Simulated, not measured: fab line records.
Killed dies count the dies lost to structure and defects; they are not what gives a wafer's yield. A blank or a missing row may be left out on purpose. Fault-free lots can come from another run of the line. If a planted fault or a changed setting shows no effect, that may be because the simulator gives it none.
Chamber matching / flow sky130 / rie-diel-04 running SKY_VIA1_ETCH_14: 4 sister chambers
The step etches BARC in N2/H2, stops on SiO2, time 45.9 s, target depth 60 nm. 22 wafers are shown with their chamber, then 11 later ones without.

EACH WAFER AND ITS CHAMBER
wafer=L074.3; chamber=1; drypump-motor-current-A (A)=5.6; oes-product-au (a.u.)=0.860; throttle-valve-pct (%)=13.216
wafer=L074.4; chamber=3; drypump-motor-current-A (A)=6.1; oes-product-au (a.u.)=0.860; throttle-valve-pct (%)=13.222
wafer=L074.6; chamber=0; drypump-motor-current-A (A)=5.1; oes-product-au (a.u.)=0.854; throttle-valve-pct (%)=13.231
wafer=L077.1; chamber=0; drypump-motor-current-A (A)=5.1; oes-product-au (a.u.)=0.852; throttle-valve-pct (%)=13.222
wafer=L077.4; chamber=1; drypump-motor-current-A (A)=5.6; oes-product-au (a.u.)=0.846; throttle-valve-pct (%)=13.223
wafer=L077.5; chamber=0; drypump-motor-current-A (A)=5.1; oes-product-au (a.u.)=0.853; throttle-valve-pct (%)=13.249
wafer=L075.1; chamber=1; drypump-motor-current-A (A)=5.5; oes-product-au (a.u.)=0.861; throttle-valve-pct (%)=13.228
wafer=L075.2; chamber=2; drypump-motor-current-A (A)=6.3; oes-product-au (a.u.)=0.851; throttle-valve-pct (%)=13.237
wafer=L075.4; chamber=0; drypump-motor-current-A (A)=5.1; oes-product-au (a.u.)=0.857; throttle-valve-pct (%)=13.214
wafer=L080.3; chamber=0; drypump-motor-current-A (A)=5.1; oes-product-au (a.u.)=0.852; throttle-valve-pct (%)=13.223
wafer=L080.4; chamber=1; drypump-motor-current-A (A)=5.6; oes-product-au (a.u.)=0.861; throttle-valve-pct (%)=13.226
wafer=L080.6; chamber=2; drypump-motor-current-A (A)=6.2; oes-product-au (a.u.)=0.851; throttle-valve-pct (%)=13.221
wafer=L081.1; chamber=2; drypump-motor-current-A (A)=6.2; oes-product-au (a.u.)=0.852; throttle-valve-pct (%)=13.235
wafer=L081.3; chamber=0; drypump-motor-current-A (A)=5.1; oes-product-au (a.u.)=0.853; throttle-valve-pct (%)=13.215
wafer=L081.5; chamber=0; drypump-motor-current-A (A)=5.1; oes-product-au (a.u.)=0.850; throttle-valve-pct (%)=13.232
wafer=L082.1; chamber=0; drypump-motor-current-A (A)=5.2; oes-product-au (a.u.)=0.853; throttle-valve-pct (%)=13.213
wafer=L082.3; chamber=1; drypump-motor-current-A (A)=5.6; oes-product-au (a.u.)=0.848; throttle-valve-pct (%)=13.223
wafer=L082.5; chamber=0; drypump-motor-current-A (A)=5.1; oes-product-au (a.u.)=0.856; throttle-valve-pct (%)=13.228
wafer=L085.2; chamber=1; drypump-motor-current-A (A)=5.5; oes-product-au (a.u.)=0.856; throttle-valve-pct (%)=13.222
wafer=L085.3; chamber=3; drypump-motor-current-A (A)=6.1; oes-product-au (a.u.)=0.855; throttle-valve-pct (%)=13.230
wafer=L085.5; chamber=3; drypump-motor-current-A (A)=6.1; oes-product-au (a.u.)=0.855; throttle-valve-pct (%)=13.227
wafer=L087.3; chamber=1; drypump-motor-current-A (A)=5.6; oes-product-au (a.u.)=0.859; throttle-valve-pct (%)=13.217

SIGNATURES, as means of the wafers listed above
reading=drypump-motor-current-A; chamber 0=5.111; chamber 1=5.571; chamber 2=6.233; chamber 3=6.100; scatter within a chamber=0.0407
reading=oes-product-au; chamber 0=0.85333; chamber 1=0.85586; chamber 2=0.85133; chamber 3=0.85667; scatter within a chamber=0.00403
reading=throttle-valve-pct; chamber 0=13.22522; chamber 1=13.22214; chamber 2=13.23100; chamber 3=13.22633; scatter within a chamber=0.00865
Rule: for a wafer and a chamber, the distance is found by dividing, reading by reading, the gap between the wafer's reading and the chamber's mean by the reading's scatter, squaring, summing and taking the root. The wafer belongs to the nearest chamber; if the next one is less than 2 further off, it can't be placed. The scatter: the root of (the sum of the squares of (reading less its chamber's mean) over the shown wafers, divided by (wafers less chambers)).

WAFERS WITHOUT THEIR CHAMBER
wafer=L087.4; drypump-motor-current-A (A)=6.1; oes-product-au (a.u.)=0.860; throttle-valve-pct (%)=13.209
wafer=L087.6; drypump-motor-current-A (A)=5.1; oes-product-au (a.u.)=0.850; throttle-valve-pct (%)=13.227
wafer=L090.1; drypump-motor-current-A (A)=5.1; oes-product-au (a.u.)=0.859; throttle-valve-pct (%)=13.235
wafer=L090.3; drypump-motor-current-A (A)=6.2; oes-product-au (a.u.)=0.857; throttle-valve-pct (%)=13.220
wafer=L090.6; drypump-motor-current-A (A)=5.1; oes-product-au (a.u.)=0.850; throttle-valve-pct (%)=13.219
wafer=L095.1; drypump-motor-current-A (A)=6.1; oes-product-au (a.u.)=0.857; throttle-valve-pct (%)=13.215
wafer=L095.4; drypump-motor-current-A (A)=5.1; oes-product-au (a.u.)=0.847; throttle-valve-pct (%)=13.212
wafer=L095.6; drypump-motor-current-A (A)=5.1; oes-product-au (a.u.)=0.859; throttle-valve-pct (%)=13.233
wafer=L097.3; drypump-motor-current-A (A)=5.6; oes-product-au (a.u.)=0.859; throttle-valve-pct (%)=13.233
wafer=L097.5; drypump-motor-current-A (A)=5.1; oes-product-au (a.u.)=0.860; throttle-valve-pct (%)=13.236
wafer=L097.6; drypump-motor-current-A (A)=6.1; oes-product-au (a.u.)=0.860; throttle-valve-pct (%)=13.221

CHAMBER TAKEN BY EACH
wafer=L087.4; from the rows above=3; in truth=3
wafer=L087.6; from the rows above=0; in truth=0
wafer=L090.1; from the rows above=0; in truth=0
wafer=L090.3; from the rows above=can't be placed: 2 or 3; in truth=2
wafer=L090.6; from the rows above=0; in truth=0
wafer=L095.1; from the rows above=3; in truth=3
wafer=L095.4; from the rows above=0; in truth=0
wafer=L095.6; from the rows above=0; in truth=0
wafer=L097.3; from the rows above=1; in truth=1
wafer=L097.5; from the rows above=0; in truth=0
wafer=L097.6; from the rows above=3; in truth=3
Correctly placed: 10 of 11. From these rows, 1 cannot be placed; in 1 the true chamber is one of the candidates. Wrongly placed: 0.
